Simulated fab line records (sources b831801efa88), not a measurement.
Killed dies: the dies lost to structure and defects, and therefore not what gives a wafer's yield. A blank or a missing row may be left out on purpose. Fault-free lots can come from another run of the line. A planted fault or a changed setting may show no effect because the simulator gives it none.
Problem report, 8D (eight disciplines) form, completed by code / flow gf180mcu / the parts of the form that need people (team, actions taken, sign-off) are left out

1. WHAT IS WRONG
At GF_V2_SOFTBAKE_10, run length s averages 96.37 s over 2 wafers from 2 lots, while fault-free wafers read 89.15 s, standard deviation 0.21. Measured from the usual mean, that is +34 standard deviations.
The step: time 60 s.
First seen on wafer L959.4, day 25 10:00, on litho track-03. Wafers with a number at this step in the record: 41, from 14 lots. Rule for "out", or "out of limits": more than 4 standard deviations from the usual mean. The rest of the wafers with a number are treated as sound.

2. WHAT IT IS, WHAT IT ISN'T
question=which readings at this step | is=run length s | is not=-
question=which lots | is=L959, L961 | is not=L945, L946, L947, L948, L949, L950, L951, L963, L965, L966, L967, L968
question=which wafers of those lots | is=L959.4, L961.4 | is not=L959.1, L959.2, L961.2
question=read on which tools | is=litho track-03 | is not=litho track-01, litho track-04
question=when | is=from day 25 10:00 | is not=up to then (23 sound wafers); but 16 sound wafers of L961, L963, L965, L966, L967, L968 came after

3. THE SUSPECTS, EACH WITH WHAT RULES IT OUT
Counting: if a tool at a process step up to the reading ran every lot that is out, it stays a suspect. Sound lots after the first of them don't rule it out here, since some wafers of a struck lot are sound.
- litho track-03 at GF_V2_SOFTBAKE_10 (time 60 s): kept. Ran every lot that is out, first one L959 (day 25 10:00); last sound lot up to then L948 (day 21 16:00). On those wafers its own readings are out: run length s.
Remaining after the count: litho track-03 at GF_V2_SOFTBAKE_10.

4. THE CAUSE (what the simulator had put in)
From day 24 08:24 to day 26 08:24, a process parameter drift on litho track-03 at GF_V2_SOFTBAKE_10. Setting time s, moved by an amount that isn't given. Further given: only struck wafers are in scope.
Only this tool survived the counting.

5. THE CHAIN OF EFFECTS, in route order
Each row: a reading where the mean over the struck wafers with a number is more than 3 standard deviations away from the usual. Only readings whose record carries a usual standard deviation are examined. hours: median over the lots of the time between each lot's start at the first step of this table that gives one and its start at this step. sigmas: the change, counted in usual standard deviations.
hours=0; step=GF_V2_SOFTBAKE_10; reading=run length s; usual=89.15 s; on struck wafers=96.37; change=+7.22; sigmas=+34
The process steps in it:
- GF_V2_SOFTBAKE_10: time 60 s.

6. WHAT WOULD HAVE CAUGHT IT SOONER
First out-of-limits reading in this record: day 25 10:00, which is 26 hours after fault onset at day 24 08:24.
